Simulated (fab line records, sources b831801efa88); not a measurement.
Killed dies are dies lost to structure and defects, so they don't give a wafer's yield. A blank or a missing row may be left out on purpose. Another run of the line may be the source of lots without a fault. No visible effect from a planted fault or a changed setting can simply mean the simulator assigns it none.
fab line records || flow sky130 || part 2 of 2: steps 29 to 37 of 37
[record] {"lots": 5, "wafers": 15, "last_day": 50}
route steps=708 shown METAL4@624 VIA4@639
lots with no fault: from the same line, run without faults
start_h: start of the lot's first displayed wafer, in hours after the record's first day || wait_h: how many hours have passed since the lot's step before this one || " the same as in the row above || L1.1+2: a single row standing in for several wafers || - no value, or no start given || * or withheld: withheld || < > ~ a bound
route shown NAME@n: a module of which the file shows steps, and the number in the route of the first || usual: average and standard deviation across the fault-free wafers || same: alike in all rows || chamber/n: place in a boat || sites: each site's reading || _std_site: standard deviation of those values || _edge_site: mean of outer sites minus mean of inner sites || radius_mm: for every site, how far away it sits from the centre of the wafer || mask NAME#n: copy n || behind: the tool/chamber that last shaped the wafer || hold: why the lot went on hold/how many hours it stayed there/how the hold came to an end || device: the n, p or np transistor that did not switch || end of line: tests run on the same wafers once the route is complete || a step without rows: its recipe alone || killed: at the first sort, the dies lost to defects and structure; wafer yield is something else || map: shows each die of a wafer: x if killed, . if not, _ if none is there
set.NAME: the setting that was run; set.NAME@STEP: the one run at that earlier step || model.NAME: the simulator's own value behind a step, which no gauge read
lots seen at some steps along the route; tables by step, rows by wafer
services: when a tool's chamber went out of use (start_h, in hours from the record's first day, below 0 if earlier), for how many hours, and the reason
[[steps]]
[step SKY_VIA4_STRIP_13]
[recipe] {"chemistry": "O2/N2", "power_w": 1400, "pressure_mtorr": 1500, "platen_temp_c": "withheld", "o2_flow_sccm": 3000, "n2_flow_sccm": 300, "overash_fraction": 0.5}
[usual] {"drypump_motor_current_A": "5.6/0.38", "oes_product_au": "0.709/0.0044", "strip_time_to_endpoint_s": "12.83/0.033"}
{"lot.wafer": "L080.1", "tool": "plasma_asher-01", "chamber": 1, "start_h": 1049.64, "wait_h": "-", "drypump_motor_current_A": 5.6, "oes_product_au": 0.707, "rf_hours_counter_h": 62, "strip_time_to_endpoint_s": 12.82}
{"lot.wafer": "L080.5", "tool": "plasma_asher-01", "chamber": 0, "start_h": 1049.64, "wait_h": "-", "drypump_motor_current_A": 5.3, "oes_product_au": 0.718, "rf_hours_counter_h": "-", "strip_time_to_endpoint_s": 12.81}
{"lot.wafer": "L080.6", "tool": "plasma_asher-01", "chamber": 1, "start_h": 1049.64, "wait_h": "-", "drypump_motor_current_A": 5.6, "oes_product_au": 0.709, "rf_hours_counter_h": "-", "strip_time_to_endpoint_s": 12.80}
{"lot.wafer": "L082.1", "tool": "plasma_asher-01", "chamber": 0, "start_h": 1057.64, "wait_h": "-", "drypump_motor_current_A": 5.3, "oes_product_au": 0.705, "rf_hours_counter_h": 63, "strip_time_to_endpoint_s": 12.84}
{"lot.wafer": "L082.4", "tool": "plasma_asher-01", "chamber": 1, "start_h": 1057.64, "wait_h": "-", "drypump_motor_current_A": 5.6, "oes_product_au": 0.714, "rf_hours_counter_h": "-", "strip_time_to_endpoint_s": 12.82}
{"lot.wafer": "L082.6", "tool": "plasma_asher-01", "chamber": 0, "start_h": 1057.64, "wait_h": "-", "drypump_motor_current_A": 5.3, "oes_product_au": 0.709, "rf_hours_counter_h": "-", "strip_time_to_endpoint_s": 12.81}
{"lot.wafer": "L091.1", "tool": "plasma_asher-02", "chamber": 0, "start_h": 1113.29, "wait_h": "-", "drypump_motor_current_A": 5.3, "oes_product_au": 0.718, "rf_hours_counter_h": 91, "strip_time_to_endpoint_s": 12.88}
{"lot.wafer": "L091.3", "tool": "plasma_asher-02", "chamber": 1, "start_h": 1113.29, "wait_h": "-", "drypump_motor_current_A": 5.7, "oes_product_au": 0.701, "rf_hours_counter_h": "-", "strip_time_to_endpoint_s": 12.85}
{"lot.wafer": "L091.5", "tool": "plasma_asher-02", "chamber": 1, "start_h": 1113.29, "wait_h": "-", "drypump_motor_current_A": 5.7, "oes_product_au": 0.708, "rf_hours_counter_h": "-", "strip_time_to_endpoint_s": 12.80}
{"lot.wafer": "L092.1", "tool": "plasma_asher-02", "chamber": 0, "start_h": 1118.36, "wait_h": "-", "drypump_motor_current_A": 5.3, "oes_product_au": 0.712, "rf_hours_counter_h": 92, "strip_time_to_endpoint_s": 12.80}
{"lot.wafer": "L092.3", "tool": "plasma_asher-02", "chamber": 0, "start_h": 1118.36, "wait_h": "-", "drypump_motor_current_A": 5.3, "oes_product_au": 0.711, "rf_hours_counter_h": "-", "strip_time_to_endpoint_s": 12.79}
{"lot.wafer": "L092.5", "tool": "plasma_asher-02", "chamber": 1, "start_h": 1118.36, "wait_h": "-", "drypump_motor_current_A": 5.7, "oes_product_au": 0.710, "rf_hours_counter_h": "-", "strip_time_to_endpoint_s": 12.82}
{"lot.wafer": "L096.2", "tool": "plasma_asher-03", "chamber": 1, "start_h": 1138.29, "wait_h": "-", "drypump_motor_current_A": 5.5, "oes_product_au": 0.704, "rf_hours_counter_h": 7, "strip_time_to_endpoint_s": 12.80}
{"lot.wafer": "L096.5", "tool": "plasma_asher-03", "chamber": 1, "start_h": 1138.29, "wait_h": "-", "drypump_motor_current_A": 5.5, "oes_product_au": 0.705, "rf_hours_counter_h": "-", "strip_time_to_endpoint_s": 12.81}
{"lot.wafer": "L096.6", "tool": "plasma_asher-03", "chamber": 0, "start_h": 1138.29, "wait_h": "-", "drypump_motor_current_A": 6.7, "oes_product_au": 0.711, "rf_hours_counter_h": "-", "strip_time_to_endpoint_s": 12.84}
[step SKY_VIA4_STRIP_14]
[recipe] {"chemistry": "post_etch_residue_remover", "time_s": 1200, "temp_c": 72.5}
[usual] {"bath_heat_duty_pct": "14.9/1.6"}
{"lot.wafer": "L080.1", "tool": "wet_bench-04", "chamber": 1, "start_h": 1049.74, "wait_h": 0.1, "bath_heat_duty_pct": 18.3}
{"lot.wafer": "L080.5", "tool": "wet_bench-04", "chamber": 1, "start_h": 1049.74, "wait_h": 0.1, "bath_heat_duty_pct": 18.0}
{"lot.wafer": "L080.6", "tool": "wet_bench-04", "chamber": 1, "start_h": 1049.74, "wait_h": 0.1, "bath_heat_duty_pct": 17.8}
{"lot.wafer": "L082.1", "tool": "wet_bench-04", "chamber": 3, "start_h": 1057.74, "wait_h": 0.1, "bath_heat_duty_pct": 15.5}
{"lot.wafer": "L082.4", "tool": "wet_bench-04", "chamber": 3, "start_h": 1057.74, "wait_h": 0.1, "bath_heat_duty_pct": 16.2}
{"lot.wafer": "L082.6", "tool": "wet_bench-04", "chamber": 3, "start_h": 1057.74, "wait_h": 0.1, "bath_heat_duty_pct": 14.2}
{"lot.wafer": "L091.1", "tool": "wet_bench-04", "chamber": 0, "start_h": 1113.39, "wait_h": 0.1, "bath_heat_duty_pct": 15.8}
{"lot.wafer": "L091.3", "tool": "wet_bench-04", "chamber": 0, "start_h": 1113.39, "wait_h": 0.1, "bath_heat_duty_pct": 15.9}
{"lot.wafer": "L091.5", "tool": "wet_bench-04", "chamber": 0, "start_h": 1113.39, "wait_h": 0.1, "bath_heat_duty_pct": 16.0}
{"lot.wafer": "L092.1", "tool": "wet_bench-02", "chamber": 2, "start_h": 1118.46, "wait_h": 0.1, "bath_heat_duty_pct": 15.0}
{"lot.wafer": "L092.3", "tool": "wet_bench-02", "chamber": 2, "start_h": 1118.46, "wait_h": 0.1, "bath_heat_duty_pct": 16.0}
{"lot.wafer": "L092.5", "tool": "wet_bench-02", "chamber": 2, "start_h": 1118.46, "wait_h": 0.1, "bath_heat_duty_pct": 15.9}
{"lot.wafer": "L096.2", "tool": "wet_bench-02", "chamber": 1, "start_h": 1138.39, "wait_h": 0.1, "bath_heat_duty_pct": 15.8}
{"lot.wafer": "L096.5", "tool": "wet_bench-02", "chamber": 1, "start_h": 1138.39, "wait_h": 0.1, "bath_heat_duty_pct": 13.9}
{"lot.wafer": "L096.6", "tool": "wet_bench-02", "chamber": 1, "start_h": 1138.39, "wait_h": 0.1, "bath_heat_duty_pct": 15.3}
[step SKY_VIA4_CLEAN_15]
[recipe] {"chemistry": "IPA", "time_s": 180, "temp_c": 25}
[usual] {"bath_heat_duty_pct": "6.6/0.79"}
{"lot.wafer": "L080.1", "tool": "wet_bench-01", "chamber": 2, "start_h": 1050.08, "wait_h": 0.0, "bath_heat_duty_pct": 6.1}
{"lot.wafer": "L080.5", "tool": "wet_bench-01", "chamber": 2, "start_h": 1050.08, "wait_h": 0.0, "bath_heat_duty_pct": 6.3}
{"lot.wafer": "L080.6", "tool": "wet_bench-01", "chamber": 2, "start_h": 1050.08, "wait_h": 0.0, "bath_heat_duty_pct": 5.8}
{"lot.wafer": "L082.1", "tool": "wet_bench-04", "chamber": 1, "start_h": 1058.42, "wait_h": 0.0, "bath_heat_duty_pct": 8.5}
{"lot.wafer": "L082.4", "tool": "wet_bench-04", "chamber": 1, "start_h": 1058.42, "wait_h": 0.0, "bath_heat_duty_pct": 6.9}
{"lot.wafer": "L082.6", "tool": "wet_bench-04", "chamber": 1, "start_h": 1058.42, "wait_h": 0.0, "bath_heat_duty_pct": 7.8}
{"lot.wafer": "L091.1", "tool": "wet_bench-01", "chamber": 0, "start_h": 1113.73, "wait_h": 0.0, "bath_heat_duty_pct": 6.6}
{"lot.wafer": "L091.3", "tool": "wet_bench-01", "chamber": 0, "start_h": 1113.73, "wait_h": 0.0, "bath_heat_duty_pct": 6.7}
{"lot.wafer": "L091.5", "tool": "wet_bench-01", "chamber": 0, "start_h": 1113.73, "wait_h": 0.0, "bath_heat_duty_pct": 6.8}
{"lot.wafer": "L092.1", "tool": "wet_bench-01", "chamber": 2, "start_h": 1118.83, "wait_h": 0.0, "bath_heat_duty_pct": 6.3}
{"lot.wafer": "L092.3", "tool": "wet_bench-01", "chamber": 2, "start_h": 1118.83, "wait_h": 0.0, "bath_heat_duty_pct": 5.7}
{"lot.wafer": "L092.5", "tool": "wet_bench-01", "chamber": 2, "start_h": 1118.83, "wait_h": 0.0, "bath_heat_duty_pct": 5.9}
{"lot.wafer": "L096.2", "tool": "wet_bench-04", "chamber": 3, "start_h": 1138.73, "wait_h": 0.0, "bath_heat_duty_pct": 6.0}
{"lot.wafer": "L096.5", "tool": "wet_bench-04", "chamber": 3, "start_h": 1138.73, "wait_h": 0.0, "bath_heat_duty_pct": 6.9}
{"lot.wafer": "L096.6", "tool": "wet_bench-04", "chamber": 3, "start_h": 1138.73, "wait_h": 0.0, "bath_heat_duty_pct": 6.5}
[step SKY_VIA4_CLEAN_16]
[recipe] {"chemistry": "O3/DIW", "dry": "n2_spin"}
{"lot.wafer": "L080.1+5+6", "tool": "wet_bench-04", "chamber": 2, "start_h": 1050.14, "wait_h": 0.0}
{"lot.wafer": "L082.1+4+6", "tool": "wet_bench-01", "chamber": 2, "start_h": 1058.59, "wait_h": 0.0}
{"lot.wafer": "L091.1+3+5", "tool": "wet_bench-04", "chamber": 2, "start_h": 1113.79, "wait_h": 0.0}
{"lot.wafer": "L092.1+3+5", "tool": "wet_bench-02", "chamber": 1, "start_h": 1118.90, "wait_h": 0.0}
{"lot.wafer": "L096.2+5+6", "tool": "wet_bench-02", "chamber": 2, "start_h": 1138.79, "wait_h": 0.0}
[step SKY_VIA4_SPUTTER_17]
[recipe] {"material": "TiN", "target_thk_nm": 20, "chamber_pressure_pa": 5, "power_w": 4000, "time_s": 80}
[usual] {"throttle_valve_pct": "30.2/1.2"}
{"lot.wafer": "L080.1", "tool": "pvd_sputter-04", "chamber": "-", "start_h": 1050.23, "wait_h": 0.0, "throttle_valve_pct": 29.7}
{"lot.wafer": "L080.5", "tool": "pvd_sputter-04", "chamber": "-", "start_h": 1050.23, "wait_h": 0.0, "throttle_valve_pct": 30.4}
{"lot.wafer": "L080.6", "tool": "pvd_sputter-04", "chamber": "-", "start_h": 1050.23, "wait_h": 0.0, "throttle_valve_pct": 29.7}
{"lot.wafer": "L082.1", "tool": "pvd_sputter-04", "chamber": "-", "start_h": 1058.68, "wait_h": 0.0, "throttle_valve_pct": 29.8}
{"lot.wafer": "L082.4", "tool": "pvd_sputter-04", "chamber": "-", "start_h": 1058.68, "wait_h": 0.0, "throttle_valve_pct": 30.4}
{"lot.wafer": "L082.6", "tool": "pvd_sputter-04", "chamber": "-", "start_h": 1058.68, "wait_h": 0.0, "throttle_valve_pct": 29.9}
{"lot.wafer": "L091.1", "tool": "pvd_sputter-04", "chamber": "-", "start_h": 1113.88, "wait_h": 0.0, "throttle_valve_pct": 29.9}
{"lot.wafer": "L091.3", "tool": "pvd_sputter-04", "chamber": "-", "start_h": 1113.88, "wait_h": 0.0, "throttle_valve_pct": 32.3}
{"lot.wafer": "L091.5", "tool": "pvd_sputter-04", "chamber": "-", "start_h": 1113.88, "wait_h": 0.0, "throttle_valve_pct": 29.4}
{"lot.wafer": "L092.1", "tool": "pvd_sputter-02", "chamber": "-", "start_h": 1119.00, "wait_h": 0.0, "throttle_valve_pct": 28.0}
{"lot.wafer": "L092.3", "tool": "pvd_sputter-02", "chamber": "-", "start_h": 1119.00, "wait_h": 0.0, "throttle_valve_pct": 29.8}
{"lot.wafer": "L092.5", "tool": "pvd_sputter-02", "chamber": "-", "start_h": 1119.00, "wait_h": 0.0, "throttle_valve_pct": 29.7}
{"lot.wafer": "L096.2", "tool": "pvd_sputter-02", "chamber": "-", "start_h": 1138.89, "wait_h": 0.0, "throttle_valve_pct": 29.8}
{"lot.wafer": "L096.5", "tool": "pvd_sputter-02", "chamber": "-", "start_h": 1138.89, "wait_h": 0.0, "throttle_valve_pct": 29.8}
{"lot.wafer": "L096.6", "tool": "pvd_sputter-02", "chamber": "-", "start_h": 1138.89, "wait_h": 0.0, "throttle_valve_pct": 28.7}
[step SKY_VIA4_CVD_18]
[recipe] {"material": "W", "target_thk_nm": 505, "time_s": 152.14, "temp_c": 400, "pressure_torr": 40}
[usual] {"heater_power_w": "776/32"}
{"lot.wafer": "L080.1", "tool": "cvd_w-02", "chamber": 1, "start_h": 1050.29, "wait_h": 0.0, "heater_power_w": 767}
{"lot.wafer": "L080.5", "tool": "cvd_w-02", "chamber": 0, "start_h": 1050.29, "wait_h": 0.0, "heater_power_w": 758}
{"lot.wafer": "L080.6", "tool": "cvd_w-02", "chamber": 1, "start_h": 1050.29, "wait_h": 0.0, "heater_power_w": 756}
{"lot.wafer": "L082.1", "tool": "cvd_w-01", "chamber": 0, "start_h": 1058.74, "wait_h": 0.0, "heater_power_w": 759}
{"lot.wafer": "L082.4", "tool": "cvd_w-01", "chamber": 1, "start_h": 1058.74, "wait_h": 0.0, "heater_power_w": 827}
{"lot.wafer": "L082.6", "tool": "cvd_w-01", "chamber": 0, "start_h": 1058.74, "wait_h": 0.0, "heater_power_w": 742}
{"lot.wafer": "L091.1", "tool": "cvd_w-02", "chamber": 1, "start_h": 1113.95, "wait_h": 0.0, "heater_power_w": 767}
{"lot.wafer": "L091.3", "tool": "cvd_w-02", "chamber": 0, "start_h": 1113.95, "wait_h": 0.0, "heater_power_w": 768}
{"lot.wafer": "L091.5", "tool": "cvd_w-02", "chamber": 0, "start_h": 1113.95, "wait_h": 0.0, "heater_power_w": 757}
{"lot.wafer": "L092.1", "tool": "cvd_w-02", "chamber": 0, "start_h": 1119.06, "wait_h": 0.0, "heater_power_w": 750}
{"lot.wafer": "L092.3", "tool": "cvd_w-02", "chamber": 0, "start_h": 1119.06, "wait_h": 0.0, "heater_power_w": 747}
{"lot.wafer": "L092.5", "tool": "cvd_w-02", "chamber": 0, "start_h": 1119.06, "wait_h": 0.0, "heater_power_w": 748}
{"lot.wafer": "L096.2", "tool": "cvd_w-01", "chamber": 0, "start_h": 1138.95, "wait_h": 0.0, "heater_power_w": 773}
{"lot.wafer": "L096.5", "tool": "cvd_w-01", "chamber": 0, "start_h": 1138.95, "wait_h": 0.0, "heater_power_w": 763}
{"lot.wafer": "L096.6", "tool": "cvd_w-01", "chamber": 1, "start_h": 1138.95, "wait_h": 0.0, "heater_power_w": 819}
[step SKY_VIA4_RS_MEAS_19]
[recipe] {"thk_meas_gauge": "four-point-probe", "reads": "W_of_VIA4_CVD_18+TiN_of_VIA4_SPUTTER_17"}
[usual] {"VIA4_W_RS": "0.2278/0.0023"}
{"lot.wafer": "L080.1", "tool": "film_metro-04", "chamber": "-", "start_h": 1050.44, "wait_h": 0.1, "VIA4_W_RS[ohm/sq]": 0.2285}
{"lot.wafer": "L080.5", "tool": "film_metro-04", "chamber": "-", "start_h": 1050.44, "wait_h": 0.1, "VIA4_W_RS[ohm/sq]": 0.2269}
{"lot.wafer": "L080.6", "tool": "film_metro-04", "chamber": "-", "start_h": 1050.44, "wait_h": 0.1, "VIA4_W_RS[ohm/sq]": 0.2280}
{"lot.wafer": "L082.1", "tool": "film_metro-02", "chamber": "-", "start_h": 1058.89, "wait_h": 0.1, "VIA4_W_RS[ohm/sq]": 0.2265}
{"lot.wafer": "L082.4", "tool": "film_metro-02", "chamber": "-", "start_h": 1058.89, "wait_h": 0.1, "VIA4_W_RS[ohm/sq]": 0.2271}
{"lot.wafer": "L082.6", "tool": "film_metro-02", "chamber": "-", "start_h": 1058.89, "wait_h": 0.1, "VIA4_W_RS[ohm/sq]": 0.2284}
{"lot.wafer": "L091.1", "tool": "film_metro-03", "chamber": "-", "start_h": 1114.10, "wait_h": 0.1, "VIA4_W_RS[ohm/sq]": 0.2270}
{"lot.wafer": "L091.3", "tool": "film_metro-03", "chamber": "-", "start_h": 1114.10, "wait_h": 0.1, "VIA4_W_RS[ohm/sq]": 0.2271}
{"lot.wafer": "L091.5", "tool": "film_metro-03", "chamber": "-", "start_h": 1114.10, "wait_h": 0.1, "VIA4_W_RS[ohm/sq]": 0.2270}
{"lot.wafer": "L092.1", "tool": "film_metro-02", "chamber": "-", "start_h": 1119.21, "wait_h": 0.1, "VIA4_W_RS[ohm/sq]": 0.2276}
{"lot.wafer": "L092.3", "tool": "film_metro-02", "chamber": "-", "start_h": 1119.21, "wait_h": 0.1, "VIA4_W_RS[ohm/sq]": 0.2282}
{"lot.wafer": "L092.5", "tool": "film_metro-02", "chamber": "-", "start_h": 1119.21, "wait_h": 0.1, "VIA4_W_RS[ohm/sq]": 0.2284}
{"lot.wafer": "L096.2", "tool": "film_metro-02", "chamber": "-", "start_h": 1139.12, "wait_h": 0.1, "VIA4_W_RS[ohm/sq]": 0.2268}
{"lot.wafer": "L096.5", "tool": "film_metro-02", "chamber": "-", "start_h": 1139.12, "wait_h": 0.1, "VIA4_W_RS[ohm/sq]": 0.2274}
{"lot.wafer": "L096.6", "tool": "film_metro-02", "chamber": "-", "start_h": 1139.12, "wait_h": 0.1, "VIA4_W_RS[ohm/sq]": 0.2292}
[step SKY_VIA4_THK_MEAS_20]
[recipe] {"thk_meas_gauge": "xrf", "reads": "W_of_VIA4_CVD_18"}
[usual] {"VIA4_W_THK": "508/5.7"}
{"lot.wafer": "L080.1", "tool": "film_metro-04", "chamber": "-", "start_h": 1050.56, "wait_h": 0.1, "VIA4_W_THK[nm]": 506}
{"lot.wafer": "L080.5", "tool": "film_metro-04", "chamber": "-", "start_h": 1050.56, "wait_h": 0.1, "VIA4_W_THK[nm]": 509}
{"lot.wafer": "L080.6", "tool": "film_metro-04", "chamber": "-", "start_h": 1050.56, "wait_h": 0.1, "VIA4_W_THK[nm]": 510}
{"lot.wafer": "L082.1", "tool": "film_metro-02", "chamber": "-", "start_h": 1059.01, "wait_h": 0.1, "VIA4_W_THK[nm]": 505}
{"lot.wafer": "L082.4", "tool": "film_metro-02", "chamber": "-", "start_h": 1059.01, "wait_h": 0.1, "VIA4_W_THK[nm]": 509}
{"lot.wafer": "L082.6", "tool": "film_metro-02", "chamber": "-", "start_h": 1059.01, "wait_h": 0.1, "VIA4_W_THK[nm]": 505}
{"lot.wafer": "L091.1", "tool": "film_metro-03", "chamber": "-", "start_h": 1114.22, "wait_h": 0.1, "VIA4_W_THK[nm]": 512}
{"lot.wafer": "L091.3", "tool": "film_metro-03", "chamber": "-", "start_h": 1114.22, "wait_h": 0.1, "VIA4_W_THK[nm]": 511}
{"lot.wafer": "L091.5", "tool": "film_metro-03", "chamber": "-", "start_h": 1114.22, "wait_h": 0.1, "VIA4_W_THK[nm]": 510}
{"lot.wafer": "L092.1", "tool": "film_metro-02", "chamber": "-", "start_h": 1119.33, "wait_h": 0.1, "VIA4_W_THK[nm]": 502}
{"lot.wafer": "L092.3", "tool": "film_metro-02", "chamber": "-", "start_h": 1119.33, "wait_h": 0.1, "VIA4_W_THK[nm]": 503}
{"lot.wafer": "L092.5", "tool": "film_metro-02", "chamber": "-", "start_h": 1119.33, "wait_h": 0.1, "VIA4_W_THK[nm]": 506}
{"lot.wafer": "L096.2", "tool": "film_metro-02", "chamber": "-", "start_h": 1139.23, "wait_h": 0.1, "VIA4_W_THK[nm]": 507}
{"lot.wafer": "L096.5", "tool": "film_metro-02", "chamber": "-", "start_h": 1139.23, "wait_h": 0.1, "VIA4_W_THK[nm]": 505}
{"lot.wafer": "L096.6", "tool": "film_metro-02", "chamber": "-", "start_h": 1139.23, "wait_h": 0.1, "VIA4_W_THK[nm]": 506}
[step SKY_VIA4_CMP_21]
[recipe] {"stop_on": "SiO2", "t_overpolish_s": 25, "down_force_psi": 3.5, "platen_rpm": 60, "target_thk_nm": 0, "pad_velocity_m_s": 0.94248}
[usual] {"motor_current_A": "10.7/0.69", "overpolish_run_s": "25.000/0.0095", "time_to_endpoint_s": "121/3.5"}
{"lot.wafer": "L080.1", "tool": "cmp-02", "chamber": 0, "start_h": 1050.77, "wait_h": 0.2, "motor_current_A": 9.8, "overpolish_run_s": 24.995, "time_to_endpoint_s": 128}
{"lot.wafer": "L080.5", "tool": "cmp-02", "chamber": 1, "start_h": 1050.77, "wait_h": 0.2, "motor_current_A": 11.5, "overpolish_run_s": 24.990, "time_to_endpoint_s": 127}
{"lot.wafer": "L080.6", "tool": "cmp-02", "chamber": 2, "start_h": 1050.77, "wait_h": 0.2, "motor_current_A": 10.5, "overpolish_run_s": 25.017, "time_to_endpoint_s": 126}
{"lot.wafer": "L082.1", "tool": "cmp-02", "chamber": 0, "start_h": 1059.17, "wait_h": 0.1, "motor_current_A": 9.8, "overpolish_run_s": 24.999, "time_to_endpoint_s": 124}
{"lot.wafer": "L082.4", "tool": "cmp-02", "chamber": 1, "start_h": 1059.17, "wait_h": 0.1, "motor_current_A": 11.4, "overpolish_run_s": 25.009, "time_to_endpoint_s": 124}
{"lot.wafer": "L082.6", "tool": "cmp-02", "chamber": 2, "start_h": 1059.17, "wait_h": 0.1, "motor_current_A": 11.2, "overpolish_run_s": 24.993, "time_to_endpoint_s": 124}
{"lot.wafer": "L091.1", "tool": "cmp-02", "chamber": 2, "start_h": 1114.28, "wait_h": 0.1, "motor_current_A": 10.7, "overpolish_run_s": 24.997, "time_to_endpoint_s": 123}
{"lot.wafer": "L091.3", "tool": "cmp-02", "chamber": 1, "start_h": 1114.28, "wait_h": 0.1, "motor_current_A": 11.5, "overpolish_run_s": 24.991, "time_to_endpoint_s": 121}
{"lot.wafer": "L091.5", "tool": "cmp-02", "chamber": 3, "start_h": 1114.28, "wait_h": 0.1, "motor_current_A": 10.1, "overpolish_run_s": 24.999, "time_to_endpoint_s": 119}
{"lot.wafer": "L092.1", "tool": "cmp-01", "chamber": 1, "start_h": 1119.61, "wait_h": 0.3, "motor_current_A": 10.6, "overpolish_run_s": 25.011, "time_to_endpoint_s": 113}
{"lot.wafer": "L092.3", "tool": "cmp-01", "chamber": 2, "start_h": 1119.61, "wait_h": 0.3, "motor_current_A": 12.1, "overpolish_run_s": 25.006, "time_to_endpoint_s": 119}
{"lot.wafer": "L092.5", "tool": "cmp-01", "chamber": 0, "start_h": 1119.61, "wait_h": 0.3, "motor_current_A": 10.2, "overpolish_run_s": 24.982, "time_to_endpoint_s": 118}
{"lot.wafer": "L096.2", "tool": "cmp-01", "chamber": 0, "start_h": 1139.28, "wait_h": 0.0, "motor_current_A": 9.7, "overpolish_run_s": 25.007, "time_to_endpoint_s": 119}
{"lot.wafer": "L096.5", "tool": "cmp-01", "chamber": 0, "start_h": 1139.28, "wait_h": 0.0, "motor_current_A": 10.0, "overpolish_run_s": 24.997, "time_to_endpoint_s": 125}
{"lot.wafer": "L096.6", "tool": "cmp-01", "chamber": 1, "start_h": 1139.28, "wait_h": 0.0, "motor_current_A": 10.3, "overpolish_run_s": 24.982, "time_to_endpoint_s": 119}
[[services]]
{"tool": "krf_scanner-02", "chamber": "-", "start_h": 992.53, "hours": 11.6, "kind": "pm"}
{"tool": "pvd_sputter-04", "chamber": "-", "start_h": 994.29, "hours": 6.0, "kind": "repair"}
{"tool": "cmp-01", "chamber": "-", "start_h": 995.16, "hours": 5.8, "kind": "pm"}
{"tool": "cmp-02", "chamber": "-", "start_h": 998.95, "hours": 2.2, "kind": "repair"}
{"tool": "cmp-01", "chamber": "-", "start_h": 1002.02, "hours": 0.8, "kind": "repair"}
{"tool": "cmp-01", "chamber": "-", "start_h": 1003.08, "hours": 4.3, "kind": "repair"}
{"tool": "rie_diel-01", "chamber": 2, "start_h": 1008.73, "hours": 6.7, "kind": "repair"}
{"tool": "hdpcvd-02", "chamber": "-", "start_h": 1013.43, "hours": 6.0, "kind": "pm"}
{"tool": "krf_scanner-02", "chamber": "-", "start_h": 1017.51, "hours": 1.0, "kind": "pm"}
{"tool": "wet_bench-03", "chamber": "-", "start_h": 1021.70, "hours": 1.8, "kind": "repair"}
{"tool": "cmp-01", "chamber": "-", "start_h": 1023.96, "hours": 0.4, "kind": "repair"}
{"tool": "wet_bench-04", "chamber": "-", "start_h": 1033.38, "hours": 1.9, "kind": "pm"}
{"tool": "krf_scanner-02", "chamber": "-", "start_h": 1035.18, "hours": 1.3, "kind": "pm"}
{"tool": "krf_scanner-02", "chamber": "-", "start_h": 1036.48, "hours": 0.8, "kind": "pm"}
{"tool": "rie_diel-01", "chamber": 0, "start_h": 1067.73, "hours": 58.6, "kind": "repair"}
{"tool": "cmp-02", "chamber": "-", "start_h": 1084.23, "hours": 4.0, "kind": "pm"}
{"tool": "cmp-01", "chamber": "-", "start_h": 1090.79, "hours": 0.5, "kind": "repair"}
{"tool": "cmp-01", "chamber": "-", "start_h": 1090.97, "hours": 4.5, "kind": "repair"}
{"tool": "wet_bench-01", "chamber": "-", "start_h": 1097.42, "hours": 1.9, "kind": "pm"}
{"tool": "rie_metal-03", "chamber": 0, "start_h": 1110.67, "hours": 19.9, "kind": "repair"}
{"tool": "rie_metal-03", "chamber": "-", "start_h": 1113.81, "hours": 2.8, "kind": "pm"}
{"tool": "cmp-02", "chamber": "-", "start_h": 1115.95, "hours": 5.6, "kind": "pm"}
{"tool": "rie_diel-01", "chamber": 2, "start_h": 1119.11, "hours": 2.4, "kind": "repair"}
{"tool": "cmp-02", "chamber": "-", "start_h": 1124.78, "hours": 2.3, "kind": "repair"}
